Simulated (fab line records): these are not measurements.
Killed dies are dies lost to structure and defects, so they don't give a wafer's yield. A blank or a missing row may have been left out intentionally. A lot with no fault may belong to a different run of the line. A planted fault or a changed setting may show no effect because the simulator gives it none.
The tool behind it: which one? + flow sky130 + 12 lots with 34 wafers sampled at 4 steps, on a route of 708 steps

== WHAT THE GAUGES SHOWED, per wafer ==
SKY_SD_P_TW_MEAS_11.
| lot  | measured     | on            | SD_P_TW        |
|------|--------------|---------------|----------------|
| L408 | day 25 18:54 | film_metro-04 | 2812 2823 2817 |
| L409 | day 26 01:59 | film_metro-02 | 2803 2797 2801 |
| L411 | day 27 05:30 | film_metro-01 | 2823 2813 2809 |
| L413 | day 27 15:40 | film_metro-02 | 2799 2806 2789 |
| L415 | day 28 05:23 | film_metro-02 | 2805 2815 2791 |
| L416 | day 28 17:38 | film_metro-04 | 2812 2810 2816 |
| L420 | day 30 01:13 | film_metro-02 | 2808 2808 2832 |
| L421 | day 30 07:13 | film_metro-04 | 2788 2800      |
| L422 | day 30 20:24 | film_metro-01 | 2796 2798      |
| L425 | day 32 01:48 | film_metro-02 | 2784 2789 2788 |
| L427 | day 32 11:46 | film_metro-04 | 2798 2823 2793 |
| L428 | day 32 17:22 | film_metro-04 | 2805 2822 2808 |

SKY_VIA1_THK_MEAS_01.
| lot  | measured     | on            | VIA1_HDPCVD_THK (nm) |
|------|--------------|---------------|----------------------|
| L408 | day 33 01:04 | film_metro-02 | 1037 1031 1030       |
| L409 | day 33 09:55 | film_metro-01 | 1045 1029 1038       |
| L411 | day 34 11:05 | film_metro-02 | 1014 1029 1013       |
| L413 | day 34 19:20 | film_metro-04 | 1056 1051 1036       |
| L415 | day 35 06:25 | film_metro-02 | 1035 1052 1022       |
| L416 | day 35 19:17 | film_metro-02 | 1047 1035 1037       |
| L420 | day 37 01:20 | film_metro-01 | 1033 1024 1017       |
| L421 | day 37 05:38 | film_metro-01 | 1022 1027            |
| L422 | day 37 18:14 | film_metro-01 | 1036 1037            |
| L425 | day 38 20:59 | film_metro-02 | 1027 1021 1031       |
| L427 | day 39 07:17 | film_metro-01 | 1015 1037 1014       |
| L428 | day 39 12:13 | film_metro-02 | 1028 1044 1044       |

== TOOL THAT RAN EACH LOT (tool first, then ch and the chambers of the sampled wafers, then the start) ==
| lot  | SKY_METAL1_METAL_ETCH_19          | SKY_METAL1_STRIP_20                  |
|------|-----------------------------------|--------------------------------------|
| L408 | rie_metal-04 ch 0,1, day 33 00:13 | plasma_asher-04 ch 0,1, day 33 00:19 |
| L409 | rie_metal-04 ch 0,1, day 33 09:07 | plasma_asher-02 ch 0,1, day 33 09:13 |
| L411 | rie_metal-03 ch 0, day 34 10:16   | plasma_asher-04 ch 0,1, day 34 10:22 |
| L413 | rie_metal-03 ch 0,1, day 34 18:28 | plasma_asher-01 ch 0,1, day 34 18:38 |
| L415 | rie_metal-03 ch 0,1, day 35 05:35 | plasma_asher-02 ch 0,1, day 35 05:40 |
| L416 | rie_metal-02 ch 0,1, day 35 18:29 | plasma_asher-02 ch 0,1, day 35 18:34 |
| L420 | rie_metal-04 ch 0,1, day 37 00:31 | plasma_asher-01 ch 0,1, day 37 00:37 |
| L421 | rie_metal-04 ch 0, day 37 04:51   | plasma_asher-02 ch 0,1, day 37 04:56 |
| L422 | rie_metal-04 ch 1, day 37 17:25   | plasma_asher-04 ch 1, day 37 17:31   |
| L425 | rie_metal-02 ch 0,1, day 38 20:10 | plasma_asher-02 ch 0,1, day 38 20:16 |
| L427 | rie_metal-02 ch 1, day 39 06:22   | plasma_asher-04 ch 0,1, day 39 06:32 |
| L428 | rie_metal-02 ch 1, day 39 11:19   | plasma_asher-01 ch 0,1, day 39 11:29 |
- SKY_METAL1_METAL_ETCH_19: etches the open film in Cl2/BCl3, stops on SiO2, target depth 360 nm, time 78 s.
- SKY_METAL1_STRIP_20: strips in O2/N2.

== WHAT THE TOOLS THEMSELVES READ (means of the sampled wafers that have a number; where no wafer has one, the mark that the record gives instead) ==
SKY_METAL1_METAL_ETCH_19.
| lot  | tool         | drypump_motor_current_A (A) | oes_product_au (a.u.) | throttle_valve_pct (%) |
|------|--------------|-----------------------------|-----------------------|------------------------|
| L408 | rie_metal-04 | 6.5                         | 0.855                 | 22.265                 |
| L409 | rie_metal-04 | 6.5                         | 0.855                 | 22.262                 |
| L411 | rie_metal-03 | 5.4                         | 0.853                 | 22.259                 |
| L413 | rie_metal-03 | 5.9                         | 0.853                 | 22.271                 |
| L415 | rie_metal-03 | 5.7                         | 0.852                 | 22.270                 |
| L416 | rie_metal-02 | 6.2                         | 0.862                 | 22.266                 |
| L420 | rie_metal-04 | 6.6                         | 0.828                 | 22.264                 |
| L421 | rie_metal-04 | 6.4                         | 0.807                 | 22.267                 |
| L422 | rie_metal-04 | 6.7                         | 0.804                 | 22.270                 |
| L425 | rie_metal-02 | 6.5                         | 0.859                 | 22.260                 |
| L427 | rie_metal-02 | 6.6                         | 0.853                 | 22.258                 |
| L428 | rie_metal-02 | 6.6                         | 0.855                 | 22.263                 |

SKY_METAL1_STRIP_20.
| lot  | tool            | drypump_motor_current_A (A) | oes_product_au (a.u.) | strip_time_to_endpoint_s (s) |
|------|-----------------|-----------------------------|-----------------------|------------------------------|
| L408 | plasma_asher-04 | 5.7                         | 0.343                 | 2.61                         |
| L409 | plasma_asher-02 | 5.9                         | 0.340                 | 2.63                         |
| L411 | plasma_asher-04 | 5.7                         | 0.346                 | 2.77                         |
| L413 | plasma_asher-01 | 5.5                         | 0.344                 | 2.70                         |
| L415 | plasma_asher-02 | 5.9                         | 0.343                 | 2.70                         |
| L416 | plasma_asher-02 | 5.9                         | 0.346                 | 2.74                         |
| L420 | plasma_asher-01 | 5.6                         | 0.331                 | 2.42                         |
| L421 | plasma_asher-02 | 5.8                         | 0.331                 | 2.31                         |
| L422 | plasma_asher-04 | 5.5                         | 0.333                 | 2.33                         |
| L425 | plasma_asher-02 | 5.9                         | 0.348                 | 2.77                         |
| L427 | plasma_asher-04 | 5.7                         | 0.347                 | 2.75                         |
| L428 | plasma_asher-01 | 5.7                         | 0.348                 | 2.78                         |

== THE ANSWER, worked out from the rows above alone ==
Rule: the lots themselves supply what counts as usual. Put in order of their means at a reading, lots are off if they are a third of the lots or fewer, leave a main group of 4 or more, and stand apart from it by a gap of 3 or more times the standard deviation of the main group's means; of several such gaps the widest counts. Not used: any main group whose means are identical at the precision the tables above print for the reading. Also off: a lot with no number at a reading for which 4 or more lots have one. Any other lot the step has rows for is counted as sound. Order of review: gauges by route order, followed by the tools' own readings, for which a lot's mean as printed above is used. The first step at which some lot is off is used, and at that step the reading that is off furthest; a lot without a number counts as furthest.
Off, at SKY_METAL1_METAL_ETCH_19 on oes_product_au: L420, L421, L422. The main group: mean 0.855 a.u., standard deviation 0.0031.
If a tool, at that step or one of the process steps before it, ran each lot that is off and ran no sound lot following the first of them, it fits. One fits: rie_metal-04 at SKY_METAL1_METAL_ETCH_19. Its last sound lot is L409 (day 33 09:07), its first lot that is off L420 (day 37 00:31): a fault that began between those two fits.
On the lots that are off, the tool's own readings at SKY_METAL1_METAL_ETCH_19 differ by more than 5 times the standard deviation of the sound lots' means, which bears it out; oes_product_au reads 0.813 a.u. there versus 0.855 a.u. on the sound lots.

== WHAT THE SIMULATOR PUT IN ==
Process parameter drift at SKY_METAL1_METAL_ETCH_19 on rie_metal-04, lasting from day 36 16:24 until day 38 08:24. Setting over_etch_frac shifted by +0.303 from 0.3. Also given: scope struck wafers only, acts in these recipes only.
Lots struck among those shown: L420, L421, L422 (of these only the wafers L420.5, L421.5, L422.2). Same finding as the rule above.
